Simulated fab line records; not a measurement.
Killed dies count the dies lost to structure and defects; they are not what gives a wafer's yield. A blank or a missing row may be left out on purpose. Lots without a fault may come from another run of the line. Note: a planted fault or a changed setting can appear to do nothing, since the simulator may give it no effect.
A lot that was struck, set against a sound lot | flow sky130 | 15 out of 708 route steps
Sound: the wafers L463.1, L463.2, L463.6. The struck wafers were L472.2, L472.5, L472.6. At the end, the cause is stated.
Order at every step that has rows: each side's tool, ch and its chambers, its first start. Under that, the readings that differ: sound wafers | struck wafers | difference of the means | sigmas: that difference in standard deviations of wafers without a fault.
alike: readings with means less than 2 such deviations apart, plus words and numbers identical on both sides. not compared: withheld readings, readings lacking a value on some wafer, bounds such as >300 that could conceal the same value, and numbers that have no deviation in the record and whose values overlap.
The two part at a step that has a row with sigmas, a row that says differs or no value, or rows on one side only. Numbers that don't overlap but have no deviation are shown without sigmas and don't part them. A reading that every wafer of one side lacks parts them only if that side has two wafers or more.

first, 8 steps without rows for these wafers: SKY_LOCAL_INTERCONNECT_DEHYDRATE_03 (time 60 s); SKY_LOCAL_INTERCONNECT_HMDS_04 (prime time 60 s); SKY_LOCAL_INTERCONNECT_COAT_05 (resist thk 60 nm); SKY_LOCAL_INTERCONNECT_COAT_06 (resist thk 450 nm); SKY_LOCAL_INTERCONNECT_SOFTBAKE_07 (time 90 s); SKY_LOCAL_INTERCONNECT_EXPOSE_08 (exposes mask LI1M, target cd 170 nm); SKY_LOCAL_INTERCONNECT_PEB_09; SKY_LOCAL_INTERCONNECT_DEVELOP_10 (develop time 60 s).
SKY_LOCAL_INTERCONNECT_CD_MEAS_11: target cd 170 nm.
  sound: cd sem-02 at day 33 10:17; struck: cd sem-02 at day 36 03:50
  alike: cd nm
SKY_LOCAL_INTERCONNECT_OVL_MEAS_12:
  sound: overlay-01 at day 33 10:25; struck: overlay-01 at day 36 03:57
  reading                     | sound  | struck    | difference | sigmas
  LOCAL_INTERCONNECT_OVL (nm) | 7 -2 3 | -10 -7 -9 | -11        | -2
SKY_LOCAL_INTERCONNECT_ETCH_13: etches BARC in N2/H2, stops on SiO2, time 45.9 s, target depth 60 nm.
  sound on rie metal-01 ch 0,1, day 33 10:27; struck on rie metal-02 ch 0,1, day 36 03:59
  reading                      | sound          | struck         | difference | sigmas
  drypump motor current A (A)  | 6.4 6.3 6.3    | 5.7 5.6 5.7    | -0.7       | -2
  he backside leak sccm (sccm) | 3.19 6.11 3.02 | 3.23 3.28 3.25 | -0.85      | -3
  alike: oes product au, throttle valve pct
  not compared: rf hours counter h
SKY_LOCAL_INTERCONNECT_METAL_ETCH_14: etches TiN in Cl2/BCl3, stops on PSG, target depth 110 nm, time 31.4 s.
  sound on rie metal-01 ch 0,1, day 33 10:31; struck on rie metal-02 ch 0,1, day 36 04:02
  alike: drypump motor current A, he backside leak sccm, oes product au, throttle valve pct
  not compared: rf hours counter h
SKY_LOCAL_INTERCONNECT_STRIP_15: strips in O2/N2.
  sound on plasma asher-03 ch 0,1, day 33 10:34; struck on plasma asher-03 ch 0,1, day 36 04:05
  no value came back on the struck wafers for chamber pressure mTorr (mTorr), drypump motor current A (A), oes product au (a.u.), strip time to endpoint s (s); on the sound wafers chamber pressure mTorr (mTorr) reads 1501.1 1498.4 1501.9
  reading                                                   | sound | struck            | difference | sigmas
  model.KrF-thick_of_LOCAL_INTERCONNECT_COAT_06.thk nm (nm) | 0 0 0 | 348.2 348.1 347.4 | +347.9     |
  not compared: rf hours counter h
then, 1 step without rows for these wafers: SKY_LOCAL_INTERCONNECT_STRIP_16 (strips in post etch residue remover, time 1200 s).
-- record jumps: 14 days separate the struck wafers' starts on either side; left off in module LOCAL_INTERCONNECT, taken up again in module PAD_OPEN, whose first shown step is the route's number 708 --
SKY_PAD_OPEN_PROBE_99:
  sound: prober-01 at day 48 03:16; struck: prober-02 at day 50 01:52
  reading            | sound    | struck      | difference | sigmas
  killed at contacts | 24 29 26 | 418 418 425 | +394       | +77
  killed dies        | 82 96 86 | 492 492 492 | +404       | +42
  killed on rim      | 18 18 17 | 96 96 96    | +78        | +21
  alike: killed_at_M0_to_M3, killed_at_M4_up, killed at front end, killed at other, killed open, killed short

WHERE THEY PART
At SKY_LOCAL_INTERCONNECT_OVL_MEAS_12 first; at SKY_PAD_OPEN_PROBE_99 last (within this record only).

WHY: whatever the simulator had introduced
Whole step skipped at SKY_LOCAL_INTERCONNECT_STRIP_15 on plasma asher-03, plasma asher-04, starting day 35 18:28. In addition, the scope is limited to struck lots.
